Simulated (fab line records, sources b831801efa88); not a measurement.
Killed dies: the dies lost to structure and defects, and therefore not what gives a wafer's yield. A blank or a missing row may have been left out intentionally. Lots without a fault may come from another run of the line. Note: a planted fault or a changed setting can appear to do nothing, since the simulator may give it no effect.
fab line records	flow sky130
record: lots: 14	wafers: 42	last_day: 50
route steps=708 shown GATE_OXIDE@192 SD_P@331 RES_XHIGH@360 LI_CONTACT@365 PAD_OPEN@708
lots that met no fault: from a run of the same line without faults
start_h: hours from the record's first day to the start of the lot's first wafer shown	wait_h: hours since the lot's step before	" unchanged from the row above	L1.1+2: several wafers, shown together as one row	- no value present, or no start provided	* or withheld: withheld	< > ~ a bound
route shown NAME@n: NAME is a module with steps in the file, n the number in the route of the first one	usual: mean/standard deviation of fault-free wafers	same: alike in all rows	chamber/n: place in a boat	sites: the reading at each site	_std_site: the values' standard deviation	_edge_site: inner sites' mean taken away from outer sites' mean	radius_mm: how far each site lies from the wafer's centre	mask NAME#n: copy n	behind: tool/chamber where the wafer was last shaped	hold: why the lot was held/for how many hours/how that ended	device: transistor that didn't switch, given as n, p or np	end of line: at the end of the route, the tests of the same wafers	a step given without rows: its recipe and nothing more	killed: at the first sort, the dies lost to defects and structure; wafer yield is something else	map: shows each die of a wafer: x if killed, . if not, _ if none is there
set.NAME: setting as actually run; set.NAME@STEP: the setting as run at that earlier step	model.NAME: the simulator's own value behind a step, which no gauge read
steps of the route over a sample of lots; a table a step, a row a wafer
== steps ==
step: SKY_GATE_OXIDE_COAT_05
recipe: resist: NOVOLAK	spin_rpm: 3000	resist_thk_nm: 1140
usual: chill_plate_temp_C: 23.00/0.11	dispense_pressure_kPa: 51.6/2.3	exhaust_pa: 45.2/0.89
lot.wafer	tool	chamber	start_h	wait_h	chill_plate_temp_C	dispense_pressure_kPa	exhaust_pa
L289.1	litho_track-02	0	292.89	0.1	23.16	49.5	45.7
L289.2	"	0	"	"	23.02	49.5	47.6
L289.6	"	0	"	"	23.22	49.5	45.6
L290.2	litho_track-03	0	301.77	0.1	23.01	52.1	45.5
L290.4	"	0	"	"	22.89	52.1	43.6
L290.5	"	0	"	"	22.74	52.1	44.7
L294.2	litho_track-03	0	333.77	0.1	23.11	52.1	44.5
L294.3	"	0	"	"	23.25	52.1	45.7
L294.4	"	0	"	"	23.23	52.1	45.1
L297.2	litho_track-04	-	367.39	0.1	-	-	-
L297.4	"	-	"	"	-	-	-
L297.6	"	-	"	"	-	-	-
L298.2	litho_track-03	-	371.97	0.1	-	-	-
L298.4	"	-	"	"	-	-	-
L298.6	"	-	"	"	-	-	-
L301.1	litho_track-04	0	396.16	0.1	23.01	55.5	46.0
L301.2	"	0	"	"	22.97	55.5	44.3
L301.4	"	0	"	"	23.02	55.6	45.7
L302.3	litho_track-02	0	408.44	0.1	22.90	49.5	45.5
L302.4	"	0	"	"	22.87	49.5	45.6
L302.6	"	0	"	"	22.96	49.6	45.2
L303.1	litho_track-04	0	408.91	0.1	23.08	55.5	46.2
L303.4	"	0	"	"	23.07	55.5	45.6
L303.6	"	0	"	"	23.09	55.6	46.1
L305.2	litho_track-02	0	429.17	0.1	22.99	49.6	44.9
L305.5	"	0	"	"	23.00	49.5	44.6
L305.6	"	0	"	"	23.13	49.6	45.7
L307.1	litho_track-02	0	439.84	0.1	23.09	49.5	43.5
L307.3	"	0	"	"	22.98	49.5	42.3
L307.4	"	0	"	"	23.04	49.5	45.1
L308.4	litho_track-03	0	471.47	0.1	23.07	52.1	46.8
L308.5	"	0	"	"	23.02	52.1	46.2
L308.6	"	0	"	"	23.08	52.1	46.2
L310.3	litho_track-02	0	471.99	0.1	22.88	49.5	45.0
L310.4	"	0	"	"	23.13	49.5	45.2
L310.5	"	0	"	"	22.84	49.5	44.8
L311.4	litho_track-03	0	481.62	0.1	23.06	52.2	45.5
L311.5	"	0	"	"	23.09	52.1	44.9
L311.6	"	0	"	"	23.04	52.1	45.6
L312.3	litho_track-02	0	486.14	0.1	22.96	49.6	46.5
L312.4	"	0	"	"	22.89	49.6	45.5
L312.5	"	0	"	"	22.93	49.6	44.0
step: SKY_GATE_OXIDE_OVL_MEAS_10
usual: GATE_OXIDE_OVL: -0.7/1.6
lot.wafer	tool	chamber	start_h	wait_h	GATE_OXIDE_OVL[nm]
L289.1	overlay-01	-	305.84	0.1	-3.0
L289.2	"	-	"	"	-1.8
L289.6	"	-	"	"	-2.6
L290.2	overlay-01	-	315.62	0.1	0.2
L290.4	"	-	"	"	-2.1
L290.5	"	-	"	"	-0.3
L294.2	overlay-01	-	347.37	0.1	-1.2
L294.3	"	-	"	"	-2.2
L294.4	"	-	"	"	-1.7
L297.2	overlay-02	-	382.40	0.1	-
L297.4	"	-	"	"	-
L297.6	"	-	"	"	-
L298.2	overlay-02	-	386.82	0.1	-
L298.4	"	-	"	"	-
L298.6	"	-	"	"	-
L301.1	overlay-02	-	411.09	0.1	-2.7
L301.2	"	-	"	"	-2.5
L301.4	"	-	"	"	-3.4
L302.3	overlay-01	-	423.20	0.1	-2.3
L302.4	"	-	"	"	-2.1
L302.6	"	-	"	"	-0.1
L303.1	overlay-01	-	423.84	0.1	0.0
L303.4	"	-	"	"	1.0
L303.6	"	-	"	"	-0.8
L305.2	overlay-02	-	445.45	0.1	1.7
L305.5	"	-	"	"	2.8
L305.6	"	-	"	"	-0.9
L307.1	overlay-01	-	456.31	0.1	-1.8
L307.3	"	-	"	"	0.2
L307.4	"	-	"	"	-2.1
L308.4	overlay-01	-	486.71	0.1	-0.1
L308.5	"	-	"	"	-1.7
L308.6	"	-	"	"	-0.1
L310.3	overlay-01	-	487.27	0.1	-4.5
L310.4	"	-	"	"	0.5
L310.5	"	-	"	"	-0.5
L311.4	overlay-02	-	497.03	0.1	1.6
L311.5	"	-	"	"	2.8
L311.6	"	-	"	"	3.2
L312.3	overlay-01	-	500.65	0.1	0.6
L312.4	"	-	"	"	-1.5
L312.5	"	-	"	"	-1.6
step: SKY_SD_P_TW_MEAS_11
usual: SD_P_TW: 2808/42
lot.wafer	tool	chamber	start_h	wait_h	SD_P_TW
L289.1	film_metro-01	-	584.20	0.1	2798
L289.2	"	-	"	"	2809
L289.6	"	-	"	"	2809
L290.2	film_metro-03	-	589.84	0.1	2860
L290.4	"	-	"	"	2876
L290.5	"	-	"	"	2849
L294.2	film_metro-01	-	630.86	0.1	2828
L294.3	"	-	"	"	2820
L294.4	"	-	"	"	2809
L301.1	film_metro-02	-	691.17	0.1	2764
L301.2	"	-	"	"	2778
L301.4	"	-	"	"	2776
L302.3	film_metro-02	-	700.62	0.1	2779
L302.4	"	-	"	"	2770
L302.6	"	-	"	"	2770
L303.1	film_metro-02	-	702.77	0.1	2766
L303.4	"	-	"	"	2774
L303.6	"	-	"	"	2755
L305.2	film_metro-03	-	721.52	0.1	2876
L305.5	"	-	"	"	2879
L305.6	"	-	"	"	2879
L307.1	film_metro-02	-	733.20	0.1	2768
L307.3	"	-	"	"	2789
L307.4	"	-	"	"	2782
L308.4	film_metro-02	-	758.16	0.1	2773
L308.5	"	-	"	"	2768
L308.6	"	-	"	"	2758
L310.3	film_metro-01	-	759.05	0.1	2832
L310.4	"	-	"	"	2849
L310.5	"	-	"	"	2847
L311.4	film_metro-03	-	764.98	0.1	2877
L311.5	"	-	"	"	2863
L311.6	"	-	"	"	2870
L312.3	film_metro-01	-	770.35	0.1	2838
L312.4	"	-	"	"	2830
L312.5	"	-	"	"	2820
step: SKY_SD_N_RS_MEAS_18
recipe: thk_meas_gauge: four-point-probe
usual: RES_XHIGH_RS: 333.6/1.3
lot.wafer	tool	chamber	start_h	wait_h	RES_XHIGH_RS[ohm/sq]
L289.1	film_metro-01	-	643.07	0.1	335.7
L289.2	"	-	"	"	335.0
L289.6	"	-	"	"	334.9
L290.2	film_metro-02	-	648.89	0.1	332.6
L290.4	"	-	"	"	332.8
L290.5	"	-	"	"	334.0
L294.2	film_metro-02	-	688.24	0.1	333.2
L294.3	"	-	"	"	333.4
L294.4	"	-	"	"	332.7
L301.1	film_metro-01	-	747.42	0.1	335.2
L301.2	"	-	"	"	336.4
L301.4	"	-	"	"	335.8
L302.3	film_metro-02	-	755.96	0.1	333.9
L302.4	"	-	"	"	334.0
L302.6	"	-	"	"	333.7
L303.1	film_metro-03	-	758.57	0.1	332.6
L303.4	"	-	"	"	332.2
L303.6	"	-	"	"	331.6
L305.2	film_metro-02	-	777.29	0.1	334.0
L305.5	"	-	"	"	332.2
L305.6	"	-	"	"	332.4
L307.1	film_metro-02	-	786.95	0.1	333.0
L307.3	"	-	"	"	333.0
L307.4	"	-	"	"	333.2
L308.4	film_metro-02	-	810.53	0.1	334.4
L308.5	"	-	"	"	334.9
L308.6	"	-	"	"	335.2
L310.3	film_metro-02	-	812.06	0.1	334.1
L310.4	"	-	"	"	334.8
L310.5	"	-	"	"	333.3
L311.4	film_metro-01	-	818.52	0.1	332.5
L311.5	"	-	"	"	333.4
L311.6	"	-	"	"	335.1
L312.3	film_metro-02	-	823.86	0.1	332.7
L312.4	"	-	"	"	332.1
L312.5	"	-	"	"	333.0
step: SKY_LI_CONTACT_BOW_MEAS_03
recipe: mode: bow
usual: LI_CONTACT_BOW: 56/6.9
lot.wafer	tool	chamber	start_h	wait_h	LI_CONTACT_BOW[um]
L289.1	film_metro-02	-	643.69	0.1	56
L289.2	"	-	"	"	58
L289.6	"	-	"	"	52
L290.2	film_metro-02	-	649.49	0.1	64
L290.4	"	-	"	"	54
L290.5	"	-	"	"	64
L294.2	film_metro-02	-	688.84	0.1	55
L294.3	"	-	"	"	51
L294.4	"	-	"	"	63
L301.1	film_metro-02	-	748.02	0.1	53
L301.2	"	-	"	"	49
L301.4	"	-	"	"	45
L302.3	film_metro-01	-	756.56	0.1	65
L302.4	"	-	"	"	41
L302.6	"	-	"	"	45
L303.1	film_metro-03	-	759.17	0.1	50
L303.4	"	-	"	"	49
L303.6	"	-	"	"	63
L305.2	film_metro-03	-	777.94	0.2	58
L305.5	"	-	"	"	53
L305.6	"	-	"	"	56
L307.1	film_metro-01	-	787.55	0.1	65
L307.3	"	-	"	"	57
L307.4	"	-	"	"	56
L308.4	film_metro-02	-	811.19	0.2	61
L308.5	"	-	"	"	63
L308.6	"	-	"	"	53
L310.3	film_metro-01	-	812.67	0.2	63
L310.4	"	-	"	"	57
L310.5	"	-	"	"	52
L311.4	film_metro-03	-	819.12	0.2	49
L311.5	"	-	"	"	60
L311.6	"	-	"	"	53
L312.3	film_metro-03	-	824.46	0.2	54
L312.4	"	-	"	"	53
L312.5	"	-	"	"	54
step: SKY_PAD_OPEN_PROBE_99
usual: killed_at_M0_to_M3: 43/6.7	killed_at_M4_up: 3.0/1.9	killed_at_contacts: 25/5.4	killed_at_front_end: 16/4.5	killed_at_other: 0.4/0.62	killed_dies: 87/9.6	killed_on_rim: 17/3.6	killed_open: 47/7	killed_short: 39/6.1
same: gross_dies: 492	killed_at_back_side: 0
lot.wafer	tool	chamber	start_h	wait_h	killed_at_M0_to_M3	killed_at_M4_up	killed_at_contacts	killed_at_front_end	killed_at_other	killed_dies	killed_on_rim	killed_open	killed_short
L294.2	prober-02	-	1104.41	0.1	52	4	25	12	0	93	23	50	43
L294.3	prober-02	-	1104.46	0.2	46	3	21	16	1	87	21	51	36
L294.4	prober-02	-	1104.51	0.2	45	1	22	10	2	80	11	44	35
L297.2	prober-01	-	1127.84	0.1	46	4	21	421	0	492	96	49	31
L297.4	prober-01	-	1127.94	0.2	58	2	26	406	0	492	96	48	49
L297.6	prober-01	-	1128.04	0.2	37	1	19	435	0	492	96	32	47
L298.2	prober-02	-	1131.46	0.1	39	4	34	412	3	492	96	48	43
L298.4	prober-02	-	1131.56	0.2	42	2	25	421	2	492	96	56	24
L298.6	prober-02	-	1131.66	0.2	39	1	29	422	1	492	96	47	36
L301.1	prober-01	-	1147.82	0.1	52	5	23	20	0	100	12	56	41
L301.2	prober-01	-	1147.87	0.1	41	2	16	17	2	78	12	46	31
L301.4	prober-01	-	1147.97	0.2	56	2	25	20	0	103	17	60	41
L302.3	prober-02	-	1151.78	0.2	38	4	28	13	1	84	19	36	48
L302.4	prober-02	-	1151.83	0.2	55	2	21	17	0	95	23	54	39
L302.6	prober-02	-	1151.93	0.2	40	4	30	14	0	88	23	50	38
L303.1	prober-01	-	1155.94	0.1	46	3	17	13	0	79	14	43	36
L303.4	prober-01	-	1156.09	0.2	48	5	25	11	1	90	18	37	53
L303.6	prober-01	-	1156.19	0.2	47	2	15	21	0	85	19	51	34
L305.2	prober-01	-	1166.06	0.1	35	2	21	19	0	77	19	41	36
L305.5	prober-01	-	1166.21	0.2	58	1	16	14	1	90	15	56	34
L305.6	prober-01	-	1166.26	0.2	46	6	23	22	0	97	24	57	40
L311.4	prober-01	-	1194.19	0.2	39	2	32	9	0	82	16	44	38
L311.5	prober-01	-	1194.24	0.2	46	4	19	20	0	89	19	43	45
L311.6	prober-01	-	1194.29	0.2	37	1	18	11	0	67	10	43	24
killed by level:class
L294.2 VIA1:geometric_particle:open=11 CONTACT:geometric_particle:open=10 LI_CONTACT:geometric_particle:open=8 METAL2:geometric_particle:short=7 VIA2:geometric_particle:open=7 VIA3:geometric_particle:short=7 VIA1:geometric_particle:short=5 POLY_GATE:geometric_particle:short=4
L294.3 VIA1:geometric_particle:open=10 CONTACT:geometric_particle:open=9 VIA3:geometric_particle:open=8 METAL2:geometric_particle:short=7 METAL1:geometric_particle:short=6 LI_CONTACT:geometric_particle:open=5 FIELD_ISO:geometric_particle:open=4 VIA2:geometric_particle:open=4
L294.4 LI_CONTACT:geometric_particle:open=8 VIA1:geometric_particle:open=8 VIA3:geometric_particle:open=7 METAL1:geometric_particle:short=7 CONTACT:geometric_particle:short=6 FIELD_ISO:geometric_particle:short=5 CONTACT:geometric_particle:open=5 VIA2:geometric_particle:open=5
L297.2 GATE_OXIDE:area_expose=411 CONTACT:geometric_particle:open=11 VIA3:geometric_particle:open=9 VIA1:geometric_particle:open=8 METAL1:geometric_particle:short=7 LI_CONTACT:geometric_particle:open=6 VIA2:geometric_particle:open=6 VIA1:geometric_particle:short=5
L297.4 GATE_OXIDE:area_expose=395 VIA3:geometric_particle:open=10 CONTACT:geometric_particle:open=10 VIA1:geometric_particle:open=9 METAL2:geometric_particle:short=9 METAL1:geometric_particle:short=8 LI_CONTACT:geometric_particle:open=6 VIA3:geometric_particle:short=5
L297.6 GATE_OXIDE:area_expose=413 CONTACT:geometric_particle:short=9 VIA3:geometric_particle:open=6 FIELD_ISO:geometric_particle:open=5 METAL2:geometric_particle:short=5 METAL1:geometric_particle:short=5 VIA2:geometric_particle:short=5 FIELD_ISO:geometric_particle:short=4
L298.2 GATE_OXIDE:area_expose=399 VIA1:geometric_particle:open=10 CONTACT:geometric_particle:open=9 VIA3:geometric_particle:open=9 LI_CONTACT:geometric_particle:short=8 LI_CONTACT:geometric_particle:open=8 FIELD_ISO:geometric_particle:short=6 METAL1:geometric_particle:short=6
L298.4 GATE_OXIDE:area_expose=409 VIA3:geometric_particle:open=10 CONTACT:geometric_particle:open=10 VIA1:geometric_particle:open=10 LI_CONTACT:geometric_particle:open=8 VIA2:geometric_particle:open=7 METAL1:geometric_particle:short=4 VIA3:geometric_particle:short=4
L298.6 GATE_OXIDE:area_expose=406 VIA1:geometric_particle:open=10 LI_CONTACT:geometric_particle:open=10 VIA1:geometric_particle:short=7 LOCAL_INTERCONNECT:geometric_particle:short=6 VIA3:geometric_particle:open=6 CONTACT:geometric_particle:open=6 FIELD_ISO:geometric_particle:short=5
L301.1 VIA1:geometric_particle:open=15 VIA2:geometric_particle:open=9 CONTACT:geometric_particle:open=8 VIA3:geometric_particle:open=7 VIA2:geometric_particle:short=6 METAL1:geometric_particle:short=6 LI_CONTACT:geometric_particle:open=5 LI_CONTACT:geometric_particle:short=4
L301.2 VIA1:geometric_particle:open=14 VIA3:geometric_particle:open=7 CONTACT:geometric_particle:open=6 POLY_GATE:geometric_particle:open=4 POLY_GATE:geometric_particle:short=4 LI_CONTACT:geometric_particle:open=4 VIA1:geometric_particle:short=4 VIA2:geometric_particle:open=4
L301.4 LI_CONTACT:geometric_particle:open=13 VIA2:geometric_particle:open=9 VIA1:geometric_particle:open=8 VIA3:geometric_particle:open=8 METAL1:geometric_particle:short=7 POLY_GATE:geometric_particle:short=5 SPACER:geometric_particle:open=5 CONTACT:geometric_particle:open=5
L302.3 CONTACT:geometric_particle:open=11 CONTACT:geometric_particle:short=8 VIA1:geometric_particle:open=7 METAL1:geometric_particle:short=5 VIA1:geometric_particle:short=5 METAL4:geometric_particle:short=4 METAL2:geometric_particle:short=4 FIELD_ISO:geometric_particle:open=3
L302.4 VIA3:geometric_particle:open=11 CONTACT:geometric_particle:open=9 VIA1:geometric_particle:open=9 VIA2:geometric_particle:open=8 VIA1:geometric_particle:short=6 METAL1:geometric_particle:short=5 METAL3:geometric_particle:short=5 FIELD_ISO:geometric_particle:short=4
L302.6 CONTACT:geometric_particle:open=11 LI_CONTACT:geometric_particle:open=9 VIA1:geometric_particle:open=9 VIA3:geometric_particle:open=7 CONTACT:geometric_particle:short=6 METAL1:geometric_particle:short=6 FIELD_ISO:geometric_particle:short=4 POLY_GATE:geometric_particle:open=4
L303.1 METAL2:geometric_particle:short=9 VIA1:geometric_particle:open=8 LI_CONTACT:geometric_particle:open=7 METAL1:geometric_particle:short=7 VIA2:geometric_particle:open=6 VIA3:geometric_particle:open=6 POLY_GATE:geometric_particle:open=5 CONTACT:geometric_particle:open=4
L303.4 METAL2:geometric_particle:short=11 LI_CONTACT:geometric_particle:open=10 CONTACT:geometric_particle:open=8 METAL1:geometric_particle:short=6 VIA1:geometric_particle:open=6 FIELD_ISO:geometric_particle:short=5 VIA1:geometric_particle:short=5 METAL4:geometric_particle:short=5
L303.6 VIA1:geometric_particle:open=14 METAL2:geometric_particle:short=7 LI_CONTACT:geometric_particle:open=7 VIA2:geometric_particle:open=7 FIELD_ISO:geometric_particle:open=6 FIELD_ISO:geometric_particle:short=5 VIA3:geometric_particle:short=5 METAL1:geometric_particle:short=5
L305.2 VIA1:geometric_particle:open=11 FIELD_ISO:geometric_particle:short=9 POLY_GATE:geometric_particle:open=5 VIA3:geometric_particle:open=5 FIELD_ISO:geometric_particle:open=4 LI_CONTACT:geometric_particle:short=4 LI_CONTACT:geometric_particle:open=4 LOCAL_INTERCONNECT:geometric_particle:short=4
L305.5 VIA1:geometric_particle:open=21 LI_CONTACT:geometric_particle:open=9 VIA1:geometric_particle:short=8 VIA3:geometric_particle:open=7 METAL1:geometric_particle:short=5 VIA2:geometric_particle:open=5 FIELD_ISO:geometric_particle:open=4 POLY_GATE:geometric_particle:short=4
L305.6 VIA1:geometric_particle:open=14 CONTACT:geometric_particle:open=9 FIELD_ISO:geometric_particle:short=6 VIA1:geometric_particle:short=6 VIA2:geometric_particle:open=6 VIA3:geometric_particle:open=6 FIELD_ISO:geometric_particle:open=4 POLY_GATE:geometric_particle:open=4
L311.4 CONTACT:geometric_particle:open=14 LI_CONTACT:geometric_particle:open=9 VIA1:geometric_particle:open=6 VIA1:geometric_particle:short=6 VIA2:geometric_particle:open=6 METAL1:geometric_particle:short=5 LI_CONTACT:geometric_particle:short=4 CONTACT:geometric_particle:short=4
L311.5 VIA2:geometric_particle:open=10 METAL1:geometric_particle:short=8 FIELD_ISO:geometric_particle:short=6 LI_CONTACT:geometric_particle:open=6 VIA1:geometric_particle:open=6 POLY_GATE:geometric_particle:open=5 CONTACT:geometric_particle:open=5 METAL2:geometric_particle:short=5
L311.6 VIA1:geometric_particle:open=13 LI_CONTACT:geometric_particle:open=5 CONTACT:geometric_particle:short=4 CONTACT:geometric_particle:open=4 VIA2:geometric_particle:open=4 VIA3:geometric_particle:open=4 FIELD_ISO:geometric_particle:open=3 POLY_GATE:geometric_particle:open=3
== key ==
first_sign: step: SKY_GATE_OXIDE_COAT_05	reading: tool_record	direction: missing
effect: step: SKY_GATE_OXIDE_OVL_MEAS_10	reading: GATE_OXIDE_OVL	direction: missing
effect: step: SKY_PAD_OPEN_PROBE_99	reading: killed_at_front_end	direction: up	sigmas: 89	usual: 16	struck: 420
more_kills_born_at: SKY_GATE_OXIDE_EXPOSE_07@iline_stepper-01: 2433
met_at SKY_GATE_OXIDE_COAT_05
struck_lots L297,L298
later_rows_left_out L297.2,L297.4,L297.6,L298.2,L298.4,L298.6
tester_left_out L297,L298
not_acting_at SKY_SD_P_TW_MEAS_11,SKY_SD_N_RS_MEAS_18,SKY_LI_CONTACT_BOW_MEAS_03
onset_between 333.77 367.39
fault: kind: skipped_step_whole	tool: litho_track-03,litho_track-04	chamber: -	onset_h: 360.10	steps: SKY_GATE_OXIDE_COAT_05	scope: struck_lots_only
tester_left_out: of these lots the tester's yield and bins aren't shown, on N5 and GAA mostly nor the transistor test; their killed dies are dies lost to structure and defects alone, not to doping, threshold or leakage, so they don't give the yield
later_rows_left_out: the simulator's readings of these wafers behind a module that went badly wrong aren't trusted and aren't shown, but for the sort
